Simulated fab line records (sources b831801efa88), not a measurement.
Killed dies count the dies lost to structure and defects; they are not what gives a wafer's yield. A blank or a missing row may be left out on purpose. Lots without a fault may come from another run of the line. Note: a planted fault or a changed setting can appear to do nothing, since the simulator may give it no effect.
Which tool is to blame? :: flow gf180mcu :: at 1 step of a route of 602, 7 lots with 21 wafers sampled

== WHAT THE GAUGES READ, wafer by wafer ==
GF_STI_THK_MEAS_02.
lot: L791
measured: day 1 21:44
on: filmMetro-04
STI_OXIDATION_THK (nm): 9.75 9.72 9.90

lot: L794
measured: day 2 15:47
on: filmMetro-04
STI_OXIDATION_THK (nm): 10.02 10.03 10.10

lot: L796
measured: day 2 23:52
on: filmMetro-03
STI_OXIDATION_THK (nm): 10.01 10.14 10.07

lot: L798
measured: day 3 08:31
on: filmMetro-03
STI_OXIDATION_THK (nm): 10.21 10.20 10.12

lot: L800
measured: day 3 19:12
on: filmMetro-04
STI_OXIDATION_THK (nm): 10.05 9.87 10.02

lot: L809
measured: day 5 15:34
on: filmMetro-02
STI_OXIDATION_THK (nm): 9.68 9.81 9.91

lot: L811
measured: day 6 01:31
on: filmMetro-03
STI_OXIDATION_THK (nm): 9.96 10.04 10.13

== TOOL THAT RAN EACH LOT (tool first, then ch and the chambers of the sampled wafers, then the start) ==
The record shows no process step preceding these readings.

== THE ANSWER, worked out from the rows above alone ==
Rule: the usual values come from the lots themselves. Put in order of their means at a reading, lots are off if they are a third of the lots or fewer, leave a main group of 4 or more, and stand apart from it by a gap of 3 or more times the standard deviation of the main group's means; of several such gaps the widest counts. If all means in a main group match to the digits the tables above print for the reading, that group is not used. A lot without any number at a reading at which 4 lots or more have one is off too. All remaining lots with rows at the step are treated as sound.
Nothing can be told from this: no lot is off at any reading shown.

== WHAT THE SIMULATOR HAD PUT IN ==
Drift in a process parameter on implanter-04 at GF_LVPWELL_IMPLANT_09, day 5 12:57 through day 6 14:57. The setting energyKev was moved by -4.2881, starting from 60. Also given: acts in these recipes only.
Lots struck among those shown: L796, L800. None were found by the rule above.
